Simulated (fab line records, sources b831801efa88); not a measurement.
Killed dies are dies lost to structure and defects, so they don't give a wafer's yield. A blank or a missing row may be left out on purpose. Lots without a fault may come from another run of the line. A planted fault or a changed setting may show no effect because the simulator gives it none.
Tool commonality check | flow gf180mcu | 14 lots, 41 wafers sampled

WHY IT WAS OPENED
At GF_VT_IMPLANT_RS_MEAS_48 the reading LVPWELL_RS is flagged on 3 of 14 lots. Wafers without a fault read 1196.7 ohm/sq, standard deviation 3.
Rule: a lot is flagged when every wafer of it that has a number lies more than 4 standard deviations from that mean, or none has a number. The other lots count as sound.

lot  | measured     | on            | LVPWELL_RS (ohm/sq), wafer by wafer | flag
L947 | day 7 12:07  | film_metro-04 | 1193.3 1193.7 1192.5                |
L950 | day 8 09:38  | film_metro-01 | 1199.0 1200.5 1194.3                |
L952 | day 9 00:02  | film_metro-04 | 1198.7 1197.2 1196.6                |
L953 | day 9 04:23  | film_metro-04 | 1198.7 1201.3 1200.7                |
L955 | day 9 22:00  | film_metro-01 | 1191.5 1189.2 1192.3                |
L956 | day 10 02:12 | film_metro-01 | 1197.1 1199.6 1190.1                |
L957 | day 10 08:35 | film_metro-03 | 1196.4 1194.4 1198.7                |
L958 | day 10 15:24 | film_metro-04 | 1196.3 1196.0                       |
L959 | day 10 22:33 | film_metro-04 | 1193.6 1192.7 1193.3                |
L960 | day 11 05:53 | film_metro-03 | 1199.9 1197.4 1198.9                |
L961 | day 11 13:44 | film_metro-04 | 1225.2 1225.8 1223.1                | FLAGGED
L962 | day 11 21:07 | film_metro-01 | 1197.7 1198.6 1201.5                |
L965 | day 12 13:52 | film_metro-03 | 1222.7 1221.5 1219.9                | FLAGGED
L967 | day 13 06:31 | film_metro-03 | 1221.9 1218.8 1218.7                | FLAGGED
The numbers of the flagged lots are 1222.0 ohm/sq on average: +25.3 ohm/sq against the usual, or +8 standard deviations.

WHICH TOOL RAN EACH LOT
The record holds 1 process step before the reading, out of a route of 602 steps. In each cell: the tool, then ch and the chambers that the sampled wafers went through, then the start.
lot  | flag    | GF_LVPWELL_IMPLANT_09
L947 |         | implanter-02 ch 0, day 3 20:08
L950 |         | implanter-02 ch 0, day 4 14:39
L952 |         | implanter-04 ch 0, day 5 02:29
L953 |         | implanter-02 ch 0, day 5 06:44
L955 |         | implanter-04 ch 0, day 5 19:44
L956 |         | implanter-04 ch 0, day 6 00:41
L957 |         | implanter-03 ch 0, day 6 04:44
L958 |         | implanter-03 ch 0, day 6 10:56
L959 |         | implanter-02 ch 0, day 6 16:27
L960 |         | implanter-02 ch 0, day 6 21:35
L961 | FLAGGED | implanter-02 ch 0, day 7 04:37
L962 |         | implanter-04 ch 0, day 7 10:47
L965 | FLAGGED | implanter-02 ch 0, day 7 23:38
L967 | FLAGGED | implanter-02 ch 0, day 8 14:26
What these steps do:
- GF_LVPWELL_IMPLANT_09
- GF_VT_IMPLANT_RS_MEAS_48: measures by four-point-probe.

FLAGGED OVER TOTAL, TOOL BY TOOL (the gauges that took the reading come last)
step                     | tool          | lots run | flagged | share of the flagged lots | sound lots run after its first flagged lot
GF_LVPWELL_IMPLANT_09    | implanter-02  | 8        | 3       | all                       | 0
GF_LVPWELL_IMPLANT_09    | implanter-03  | 2        | 0       | none                      | -
GF_LVPWELL_IMPLANT_09    | implanter-04  | 4        | 0       | none                      | -
GF_VT_IMPLANT_RS_MEAS_48 | film_metro-01 | 4        | 0       | none                      | -
GF_VT_IMPLANT_RS_MEAS_48 | film_metro-03 | 4        | 2       | some                      | 0
GF_VT_IMPLANT_RS_MEAS_48 | film_metro-04 | 6        | 1       | some                      | 0

WHAT THE TABLE ALLOWS
1 row of the table ran every flagged lot: implanter-02 at GF_LVPWELL_IMPLANT_09.
- implanter-02 at GF_LVPWELL_IMPLANT_09: 3 of its 8 lots flagged. Its last sound lot is L960 (day 6 21:35), its first flagged lot L961 (day 7 04:37): a fault that began between those two fits. Its own readings lie more than 4 standard deviations out on every wafer of the flagged lots: dose_ions_cm2.
One tool is left: implanter-02 at GF_LVPWELL_IMPLANT_09.

WHAT THE SIMULATOR HAD PUT IN
Process parameter drift: implanter-02, from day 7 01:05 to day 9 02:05, at GF_LVPWELL_IMPLANT_09. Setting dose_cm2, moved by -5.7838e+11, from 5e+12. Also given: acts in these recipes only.
Lots struck among those shown: L961, L965, L967. The rule above found the same.
